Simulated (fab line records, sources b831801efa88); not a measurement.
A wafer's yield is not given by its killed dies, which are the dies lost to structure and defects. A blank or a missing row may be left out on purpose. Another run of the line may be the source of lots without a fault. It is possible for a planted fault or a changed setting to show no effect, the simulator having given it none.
fab line records    flow sky130
[record] lots = 6  wafers = 18  last_day = 50
route steps=708 shown VT_ADJUST_HVTR@133 VT_ADJUST_PCH@143 PAD_OPEN@708
lots that met no fault: taken from a fault-free run of the same line
start_h: the number of hours between the record's first day and the start of the first shown wafer of the lot    wait_h: hours elapsed since this lot's preceding step    " unchanged from the row above    L1.1+2: a single row standing in for several wafers    - either no value or no given start    * or withheld: withheld    < > ~ a bound
route shown NAME@n: names a module that has steps shown in the file, with the first one's number in the route    usual: mean/standard deviation taken from wafers without a fault    same: alike in all rows    chamber/n: place in a boat    sites: each site's reading    _std_site: their standard deviation    _edge_site: outer sites' mean less inner sites'    radius_mm: for every site, how far away it sits from the centre of the wafer    mask NAME#n: copy n    behind: the most recent tool/chamber to have shaped the wafer    hold: cause of the lot's hold/its duration in hours/its outcome    device: names the non-switching transistor (n, p or np)    end of line: the tests these same wafers got at the end of their route    step lacking rows: just its recipe    killed: dies lost to structure and defects at the first sort, not the wafer's yield    map: the dies of a wafer, with x for killed, . for not killed, _ for no die there
set.NAME: the run value of the setting; set.NAME@STEP: its run value at that earlier step    model.NAME: the simulator's own value behind a step, which no gauge read
lots at some steps of the route; a table a step, a row a wafer
services: from which hour (start_h, from the record's first day; less than 0 if before it) a tool's chamber was out of use, for how many hours, and why
[[steps]]
[step SKY_VT_ADJUST_HVTR_COAT_02]
[recipe] resist = NOVOLAK  spin_rpm = 3000  resist_thk_nm = 1140
[step SKY_VT_ADJUST_HVTR_SOFTBAKE_03]
[recipe] temp_c = 90  time_s = 60  resist = NOVOLAK
[step SKY_VT_ADJUST_HVTR_EXPOSE_04]
[recipe] mask_id = HVTRM  target_cd_nm = 380  na = 0.6  source_shape = conventional  sigma_outer = 0.6  dose_mj = 150
[step SKY_VT_ADJUST_HVTR_PEB_05]
[recipe] temp_c = withheld  time_s = *  resist = NOVOLAK
[step SKY_VT_ADJUST_HVTR_DEVELOP_06]
[recipe] develop_time_s = 60  dev_temp_c = 23
[step SKY_VT_ADJUST_HVTR_CD_MEAS_07]
[recipe] target_cd_nm = 380
[usual] cd_nm = 379.1/2.9
lot.wafer  tool       chamber  start_h  wait_h  cd_nm
L417.1     cd_sem-01  -        211.51   0.1     378.9
L417.3     "          -        "        "       376.5
L417.4     "          -        "        "       378.9
L419.1     cd_sem-02  -        226.97   0.1     375.8
L419.2     "          -        "        "       375.6
L419.4     "          -        "        "       373.3
L427.1     cd_sem-02  -        282.21   0.1     380.5
L427.2     "          -        "        "       382.9
L427.4     "          -        "        "       382.5
L428.2     cd_sem-01  -        292.99   0.1     379.8
L428.4     "          -        "        "       380.5
L428.6     "          -        "        "       382.0
L432.2     cd_sem-01  -        323.88   0.1     380.8
L432.3     "          -        "        "       378.9
L432.6     "          -        "        "       380.6
L437.1     cd_sem-02  -        361.97   0.1     380.3
L437.3     "          -        "        "       379.4
L437.5     "          -        "        "       378.7
[step SKY_VT_ADJUST_HVTR_OVL_MEAS_08]
[usual] VT_ADJUST_HVTR_OVL = -0.1/1.7
lot.wafer  tool        chamber  start_h  wait_h  VT_ADJUST_HVTR_OVL[nm]
L417.1     overlay-01  -        211.63   0.1     -0.4
L417.3     "           -        "        "       1.3
L417.4     "           -        "        "       -0.8
L419.1     overlay-02  -        227.09   0.1     0.2
L419.2     "           -        "        "       0.5
L419.4     "           -        "        "       0.0
L427.1     overlay-02  -        282.33   0.1     -2.8
L427.2     "           -        "        "       -2.8
L427.4     "           -        "        "       -1.9
L428.2     overlay-02  -        293.09   0.1     1.1
L428.4     "           -        "        "       0.3
L428.6     "           -        "        "       0.0
L432.2     overlay-01  -        323.99   0.1     -2.1
L432.3     "           -        "        "       -0.3
L432.6     "           -        "        "       -2.2
L437.1     overlay-02  -        362.09   0.1     -1.7
L437.3     "           -        "        "       -0.4
L437.5     "           -        "        "       -0.9
[step SKY_VT_ADJUST_HVTR_IMPLANT_09]
[recipe] species = B  energy_kev = 10  dose_cm2 = 2.1e+12  tilt_deg = withheld
[step SKY_VT_ADJUST_HVTR_STRIP_10]
[recipe] chemistry = O2/N2  power_w = 1400  pressure_mtorr = 1500  platen_temp_c = withheld  o2_flow_sccm = 3000  n2_flow_sccm = 300  overash_fraction = 0.5
[usual] drypump_motor_current_A = 5.9/0.31  oes_product_au = 0.715/0.0047  strip_time_to_endpoint_s = 14.18/0.035
lot.wafer  tool             chamber  start_h  wait_h  drypump_motor_current_A  oes_product_au  rf_hours_counter_h  strip_time_to_endpoint_s
L417.1     plasma_asher-04  0        211.82   0.1     6.1                      0.723           46                  14.17
L417.3     "                1        "        "       6.0                      0.715           -                   14.21
L417.4     "                0        "        "       6.1                      0.715           -                   14.23
L419.1     plasma_asher-03  1        227.27   0.1     6.0                      0.717           41                  14.15
L419.2     "                0        "        "       5.6                      0.719           41                  14.16
L419.4     "                0        "        "       5.6                      0.713           -                   14.21
L427.1     plasma_asher-03  1        282.52   0.1     5.9                      0.715           47                  14.24
L427.2     "                0        "        "       5.6                      0.711           47                  14.20
L427.4     "                0        "        "       5.6                      0.717           -                   14.21
L428.2     plasma_asher-04  0        293.27   0.1     6.1                      0.718           54                  14.21
L428.4     "                1        "        "       6.0                      0.718           -                   14.20
L428.6     "                1        "        "       6.0                      0.714           -                   14.18
L432.2     plasma_asher-01  0        324.17   0.1     6.3                      0.713           21                  14.15
L432.3     "                1        "        "       5.4                      0.709           -                   14.13
L432.6     "                0        "        "       6.3                      0.722           -                   14.14
L437.1     plasma_asher-04  1        362.27   0.1     6.1                      0.720           61                  14.14
L437.3     "                0        "        "       6.1                      0.712           -                   14.18
L437.5     "                0        "        "       6.1                      0.707           -                   14.12
[step SKY_VT_ADJUST_HVTR_TW_MEAS_11]
[usual] VT_ADJUST_HVTR_TW = 211.1/1.6
lot.wafer  tool           chamber  start_h  wait_h  VT_ADJUST_HVTR_TW
L417.1     film_metro-01  -        211.92   0.1     209.3
L417.3     "              -        "        "       209.5
L417.4     "              -        "        "       208.5
L419.1     film_metro-03  -        227.37   0.1     211.3
L419.2     "              -        "        "       210.8
L419.4     "              -        "        "       212.7
L427.1     film_metro-04  -        282.62   0.1     211.4
L427.2     "              -        "        "       212.1
L427.4     "              -        "        "       213.4
L428.2     film_metro-04  -        293.38   0.1     212.0
L428.4     "              -        "        "       212.6
L428.6     "              -        "        "       213.2
L432.2     film_metro-03  -        324.28   0.1     211.3
L432.3     "              -        "        "       210.9
L432.6     "              -        "        "       211.3
L437.1     film_metro-04  -        362.37   0.1     212.7
L437.3     "              -        "        "       213.0
L437.5     "              -        "        "       213.2
[step SKY_VT_ADJUST_PCH_DEHYDRATE_00]
[recipe] temp_c = 200  time_s = 60
[step SKY_VT_ADJUST_PCH_HMDS_01]
[recipe] prime_time_s = 60  prime_temp_c = 120
[step SKY_VT_ADJUST_PCH_COAT_02]
[recipe] spin_rpm = 2000  resist_thk_nm = 3000
[usual] exhaust_pa = 45.0/0.91  spin_speed_rpm = 1999.6/1.1
lot.wafer  tool            chamber  start_h  wait_h  exhaust_pa  spin_speed_rpm  model.coat_of_VT_ADJUST_PCH_COAT_02.thk_nm
L417.1     litho_track-04  0        222.55   0.1     45.4        1999.9          3014
L417.3     "               0        "        "       45.5        2001.4          3006
L417.4     "               0        "        "       45.1        1998.5          3005
L419.1     litho_track-02  0        238.66   0.1     44.9        1999.2          2997
L419.2     "               0        "        "       45.1        2000.1          2988
L419.4     "               0        "        "       43.7        1998.2          2995
L427.1     litho_track-04  0        295.20   0.1     46.0        2328.6          2789
L427.2     "               0        "        "       44.3        2329.5          2785
L427.4     "               0        "        "       44.5        2327.9          2786
L428.2     litho_track-04  0        305.28   0.1     44.6        2329.0          2796
L428.4     "               0        "        "       44.4        2328.6          2790
L428.6     "               0        "        "       44.8        2331.1          2790
L432.2     litho_track-02  0        337.29   0.1     45.0        2000.1          3019
L432.3     "               0        "        "       44.5        1999.5          3016
L432.6     "               0        "        "       44.3        1998.2          3009
L437.1     litho_track-02  0        376.26   0.1     44.6        2001.0          2997
L437.3     "               0        "        "       43.2        2001.1          3007
L437.5     "               0        "        "       44.7        1998.8          3002
[step SKY_VT_ADJUST_PCH_SOFTBAKE_03]
[recipe] temp_c = 110  time_s = withheld
[step SKY_VT_ADJUST_PCH_EXPOSE_04]
[recipe] mask_id = NWM  na = 0.6  source_shape = conventional  sigma_outer = 0.6  polarization = unpolarized  target_cd_nm = 840  dose_mj = 249.1
[step SKY_VT_ADJUST_PCH_PEB_05]
[recipe] temp_c = 115  time_s = withheld
[step SKY_VT_ADJUST_PCH_DEVELOP_06]
[recipe] wall_angle_deg = 90  developer = TMAH  develop_time_s = 60  dev_temp_c = 23
[usual] exhaust_pa = 45.0/0.76
[same] develop_time_s = 60
lot.wafer  tool            chamber  start_h  wait_h  exhaust_pa  model.coat_of_VT_ADJUST_PCH_COAT_02.thk_nm
L417.1     litho_track-04  0        -        -       44.6        3009
L417.3     "               0        "        "       44.8        3001
L417.4     "               0        "        "       45.8        3001
L419.1     litho_track-04  0        -        -       45.0        2992
L419.2     "               0        "        "       44.6        2984
L419.4     "               0        "        "       44.2        2990
L427.1     litho_track-04  0        -        -       45.0        2785
L427.2     "               0        "        "       45.3        2780
L427.4     "               0        "        "       43.1        2781
L428.2     litho_track-02  0        -        -       45.2        2792
L428.4     "               0        "        "       45.4        2786
L428.6     "               0        "        "       45.7        2786
L432.2     litho_track-04  0        -        -       45.4        3015
L432.3     "               0        "        "       43.5        3012
L432.6     "               0        "        "       44.8        3005
L437.1     litho_track-02  0        -        -       45.8        2993
L437.3     "               0        "        "       45.2        3003
L437.5     "               0        "        "       44.9        2997
[step SKY_VT_ADJUST_PCH_OVL_MEAS_07]
[usual] VT_ADJUST_PCH_OVL = 0.4/1.4
lot.wafer  tool        chamber  start_h  wait_h  VT_ADJUST_PCH_OVL[nm]
L417.1     overlay-02  -        234.45   -       1.0
L417.3     "           -        "        "       0.4
L417.4     "           -        "        "       -2.2
L419.1     overlay-02  -        251.10   -       1.3
L419.2     "           -        "        "       0.5
L419.4     "           -        "        "       0.5
L427.1     overlay-01  -        308.00   -       -0.6
L427.2     "           -        "        "       -0.7
L427.4     "           -        "        "       -0.1
L428.2     overlay-02  -        318.72   -       0.2
L428.4     "           -        "        "       1.4
L428.6     "           -        "        "       -0.4
L432.2     overlay-02  -        351.31   -       -0.8
L432.3     "           -        "        "       -1.6
L432.6     "           -        "        "       0.1
L437.1     overlay-02  -        391.36   -       1.5
L437.3     "           -        "        "       0.4
L437.5     "           -        "        "       -0.4
[step SKY_VT_ADJUST_PCH_IMPLANT_08]
[recipe] species = B  energy_kev = 10  dose_cm2 = 5e+11  tilt_deg = withheld
[step SKY_VT_ADJUST_PCH_STRIP_09]
[recipe] chemistry = O2/N2  power_w = 1400  pressure_mtorr = 1500  platen_temp_c = withheld  o2_flow_sccm = 3000  n2_flow_sccm = 300  overash_fraction = 0.5
[usual] drypump_motor_current_A = 5.8/0.44  oes_product_au = 0.722/0.0044  strip_time_to_endpoint_s = 36.98/0.1
lot.wafer  tool             chamber  start_h  wait_h  drypump_motor_current_A  oes_product_au  rf_hours_counter_h  strip_time_to_endpoint_s
L417.1     plasma_asher-01  1        234.64   0.1     5.4                      0.724           12                  37.08
L417.3     "                0        "        "       6.2                      0.728           -                   36.97
L417.4     "                1        "        "       5.4                      0.720           -                   36.97
L419.1     plasma_asher-02  1        251.29   0.1     4.9                      0.720           57                  36.88
L419.2     "                0        "        "       5.8                      0.722           57                  36.78
L419.4     "                0        "        "       5.8                      0.720           -                   36.84
L427.1     plasma_asher-02  0        308.19   0.1     5.8                      0.721           63                  34.50
L427.2     "                1        "        "       4.9                      0.721           63                  34.44
L427.4     "                1        "        "       4.9                      0.719           -                   34.46
L428.2     plasma_asher-04  1        318.90   0.1     6.0                      0.721           57                  34.58
L428.4     "                0        "        "       6.1                      0.714           -                   34.50
L428.6     "                1        "        "       6.0                      0.719           -                   34.53
L432.2     plasma_asher-01  0        351.49   0.1     6.3                      0.725           24                  37.13
L432.3     "                0        "        "       6.3                      0.721           -                   37.10
L432.6     "                1        "        "       5.4                      0.716           -                   37.03
L437.1     plasma_asher-01  1        391.55   0.1     5.4                      0.722           28                  36.90
L437.3     "                1        "        "       5.4                      0.720           -                   37.01
L437.5     "                1        "        "       5.5                      0.723           -                   36.94
[step SKY_VT_ADJUST_PCH_TW_MEAS_10]
[usual] VT_ADJUST_PCH_TW = 142.2/0.99
lot.wafer  tool           chamber  start_h  wait_h  VT_ADJUST_PCH_TW
L417.1     film_metro-01  -        234.74   0.1     142.0
L417.3     "              -        "        "       142.3
L417.4     "              -        "        "       141.6
L419.1     film_metro-03  -        251.39   0.1     142.9
L419.2     "              -        "        "       142.9
L419.4     "              -        "        "       142.2
L427.1     film_metro-02  -        308.29   0.1     141.3
L427.2     "              -        "        "       140.9
L427.4     "              -        "        "       140.6
L428.2     film_metro-03  -        319.01   0.1     142.9
L428.4     "              -        "        "       142.5
L428.6     "              -        "        "       142.3
L432.2     film_metro-03  -        351.60   0.1     142.2
L432.3     "              -        "        "       141.5
L432.6     "              -        "        "       141.8
L437.1     film_metro-03  -        391.65   0.1     141.4
L437.3     "              -        "        "       142.4
L437.5     "              -        "        "       141.4
[step SKY_PAD_OPEN_PROBE_99]
[usual] killed_at_M0_to_M3 = 43/5.9  killed_at_M4_up = 2.9/1.5  killed_at_contacts = 24/5  killed_at_front_end = 15/4.8  killed_at_other = 0.2/0.5  killed_dies = 86/9.3  killed_open = 47/7.1  killed_short = 38/6.3
[same] gross_dies = 492  killed_at_back_side = 0
lot.wafer  tool       chamber  start_h  wait_h  killed_at_M0_to_M3  killed_at_M4_up  killed_at_contacts  killed_at_front_end  killed_at_other  killed_dies  killed_open  killed_short
L417.1     prober-02  -        1090.37  0.1     43                  2                35                  14                   0                94           58           36
L417.3     prober-02  -        1090.47  0.2     44                  4                22                  18                   0                88           44           44
L417.4     prober-02  -        1090.52  0.2     42                  4                13                  11                   1                71           34           37
L419.1     prober-02  -        1098.68  0.1     56                  0                23                  11                   0                90           58           32
L419.2     prober-02  -        1098.73  0.1     55                  4                30                  8                    0                97           57           40
L419.4     prober-02  -        1098.83  0.2     49                  5                22                  10                   0                86           46           40
L427.1     prober-02  -        1152.67  0.1     46                  4                22                  13                   0                85           51           34
L427.2     prober-02  -        1152.72  0.1     42                  3                13                  19                   0                77           42           35
L427.4     prober-02  -        1152.82  0.2     32                  0                19                  16                   0                67           35           32
L428.2     prober-01  -        1154.54  0.1     55                  4                28                  19                   0                106          65           41
L428.4     prober-01  -        1154.64  0.2     43                  2                20                  9                    0                74           38           36
L428.6     prober-01  -        1154.74  0.2     45                  3                22                  11                   0                81           43           38
L432.2     prober-01  -        1176.99  0.1     39                  7                21                  9                    0                76           54           22
L432.3     prober-01  -        1177.04  0.2     48                  3                28                  14                   0                93           58           35
L432.6     prober-01  -        1177.19  0.2     44                  4                18                  16                   0                82           47           35
L437.1     prober-01  -        1197.46  0.1     40                  2                29                  15                   0                86           44           42
L437.3     prober-01  -        1197.56  0.2     45                  4                28                  14                   0                91           51           40
L437.5     prober-01  -        1197.66  0.2     33                  3                17                  13                   0                66           36           30
// killed by level:class
L417.1 CONTACT:geometric_particle:open=14 VIA1:geometric_particle:open=11 VIA3:geometric_particle:open=8 CONTACT:geometric_particle:short=7 POLY_GATE:geometric_particle:short=6 LI_CONTACT:geometric_particle:open=6 METAL1:geometric_particle:short=4 POLY_GATE:geometric_particle:open=3
L417.3 VIA1:geometric_particle:open=9 LI_CONTACT:geometric_particle:open=7 CONTACT:geometric_particle:open=7 POLY_GATE:geometric_particle:open=6 FIELD_ISO:geometric_particle:short=5 VIA1:geometric_particle:short=5 VIA2:geometric_particle:open=5 VIA2:geometric_particle:short=5
L417.4 METAL1:geometric_particle:short=7 METAL2:geometric_particle:short=6 LI_CONTACT:geometric_particle:open=5 VIA1:geometric_particle:open=5 VIA2:geometric_particle:open=5 FIELD_ISO:geometric_particle:short=4 CONTACT:geometric_particle:open=4 METAL3:geometric_particle:short=4
L419.1 VIA1:geometric_particle:open=13 VIA3:geometric_particle:open=10 VIA2:geometric_particle:open=8 LI_CONTACT:geometric_particle:open=7 CONTACT:geometric_particle:open=6 VIA1:geometric_particle:short=6 METAL3:geometric_particle:short=5 FIELD_ISO:geometric_particle:open=4
L419.2 VIA1:geometric_particle:open=19 CONTACT:geometric_particle:open=10 METAL1:geometric_particle:short=9 VIA1:geometric_particle:short=8 LI_CONTACT:geometric_particle:open=6 VIA3:geometric_particle:open=6 LI_CONTACT:geometric_particle:short=5 POLY_GATE:geometric_particle:open=4
L419.4 VIA1:geometric_particle:open=9 METAL1:geometric_particle:short=8 LI_CONTACT:geometric_particle:open=7 VIA2:geometric_particle:open=7 CONTACT:geometric_particle:open=7 VIA3:geometric_particle:open=6 LOCAL_INTERCONNECT:geometric_particle:short=5 METAL2:geometric_particle:short=5
L427.1 CONTACT:geometric_particle:open=10 VIA3:geometric_particle:open=10 VIA1:geometric_particle:open=9 METAL1:geometric_particle:short=6 VIA2:geometric_particle:open=6 FIELD_ISO:geometric_particle:open=5 VIA3:geometric_particle:short=5 LI_CONTACT:geometric_particle:open=4
L427.2 VIA1:geometric_particle:open=13 VIA1:geometric_particle:short=8 VIA2:geometric_particle:open=7 POLY_GATE:geometric_particle:open=5 POLY_GATE:geometric_particle:short=4 CONTACT:geometric_particle:open=4 VIA3:geometric_particle:open=4 METAL2:geometric_particle:short=4
L427.4 VIA1:geometric_particle:open=6 CONTACT:geometric_particle:open=6 METAL3:geometric_particle:short=6 VIA3:geometric_particle:open=6 POLY_GATE:geometric_particle:short=4 LI_CONTACT:geometric_particle:open=4 CONTACT:geometric_particle:short=4 METAL2:geometric_particle:short=4
L428.2 VIA1:geometric_particle:open=17 CONTACT:geometric_particle:open=15 VIA3:geometric_particle:open=9 VIA2:geometric_particle:open=8 FIELD_ISO:geometric_particle:open=7 METAL1:geometric_particle:short=7 CONTACT:geometric_particle:short=6 LOCAL_INTERCONNECT:geometric_particle:short=5
L428.4 VIA1:geometric_particle:open=15 CONTACT:geometric_particle:short=8 VIA3:geometric_particle:open=6 POLY_GATE:geometric_particle:short=4 LI_CONTACT:geometric_particle:open=4 METAL1:geometric_particle:short=4 VIA1:geometric_particle:short=4 VIA2:geometric_particle:open=4
L428.6 VIA1:geometric_particle:open=18 LI_CONTACT:geometric_particle:open=6 CONTACT:geometric_particle:open=6 VIA1:geometric_particle:short=5 VIA3:geometric_particle:short=4 METAL1:geometric_particle:short=4 LI_CONTACT:geometric_particle:short=4 CONTACT:geometric_particle:short=4
L432.2 VIA1:geometric_particle:open=12 VIA3:geometric_particle:open=9 CONTACT:geometric_particle:open=8 VIA2:geometric_particle:open=7 METAL4:geometric_particle:short=5 LI_CONTACT:geometric_particle:open=4 LOCAL_INTERCONNECT:geometric_particle:short=4 METAL1:geometric_particle:open=4
L432.3 VIA1:geometric_particle:open=12 CONTACT:geometric_particle:open=11 VIA2:geometric_particle:open=9 METAL1:geometric_particle:short=7 VIA3:geometric_particle:open=7 POLY_GATE:geometric_particle:open=6 METAL2:geometric_particle:short=5 LI_CONTACT:geometric_particle:open=5
L432.6 VIA1:geometric_particle:open=11 VIA3:geometric_particle:open=8 CONTACT:geometric_particle:open=6 FIELD_ISO:geometric_particle:short=5 LI_CONTACT:geometric_particle:open=5 METAL1:geometric_particle:short=5 METAL2:geometric_particle:short=5 FIELD_ISO:geometric_particle:open=4
L437.1 LI_CONTACT:geometric_particle:open=11 VIA3:geometric_particle:short=7 VIA2:geometric_particle:open=7 CONTACT:geometric_particle:open=5 LOCAL_INTERCONNECT:geometric_particle:short=5 METAL1:geometric_particle:short=5 VIA3:geometric_particle:open=5 VIA1:geometric_particle:open=4
L437.3 VIA1:geometric_particle:open=12 LI_CONTACT:geometric_particle:open=8 CONTACT:geometric_particle:short=8 VIA1:geometric_particle:short=7 VIA3:geometric_particle:open=7 VIA2:geometric_particle:open=6 CONTACT:geometric_particle:open=5 FIELD_ISO:geometric_particle:open=4
L437.5 VIA1:geometric_particle:open=7 CONTACT:geometric_particle:open=7 VIA3:geometric_particle:open=6 LI_CONTACT:geometric_particle:open=5 VIA3:geometric_particle:short=5 METAL1:geometric_particle:short=4 VIA1:geometric_particle:short=4 FIELD_ISO:geometric_particle:open=3
[[services]]
tool             chamber  start_h  hours  kind
plasma_asher-03  -        243.60   2.8    pm
plasma_asher-03  -        286.62   5.5    repair
plasma_asher-03  -        353.31   1.8    repair
plasma_asher-03  -        357.79   8.6    repair
plasma_asher-01  -        379.05   2.8    pm
[[key]]
[first_sign] step = SKY_VT_ADJUST_PCH_COAT_02  reading = spin_speed_rpm  direction = up  sigmas = 99+  usual = 1999.6  struck = 2329.1
[effect] step = SKY_VT_ADJUST_PCH_STRIP_09  reading = strip_time_to_endpoint_s  direction = down  sigmas = 24  usual = *  struck = *
[model_effect] step = SKY_VT_ADJUST_PCH_COAT_02  value = coat_of_VT_ADJUST_PCH_COAT_02.thk_nm  without = 3010  struck = 2789
[model_effect] step = SKY_VT_ADJUST_PCH_DEVELOP_06  value = coat_of_VT_ADJUST_PCH_COAT_02.thk_nm  without = 3006  struck = 2785
met_at SKY_VT_ADJUST_PCH_COAT_02
struck_wafers L427.1,L427.2,L427.4,L428.2,L428.4,L428.6
tester_left_out L427,L428
onset_between 222.55 295.20
[fault] kind = process_parameter_drift  tool = litho_track-04  chamber = -  onset_h = 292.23  steps = SKY_VT_ADJUST_PCH_COAT_02  channel = spin_rpm  offset = 329.08  shape = step  end_h = 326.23  acts_in = these_recipes_only  stated = 2000
// tester_left_out: of these lots the tester's yield and bins aren't shown, on N5 and GAA mostly nor the transistor test; their killed dies are dies lost to structure and defects alone, not to doping, threshold or leakage, so they don't give the yield
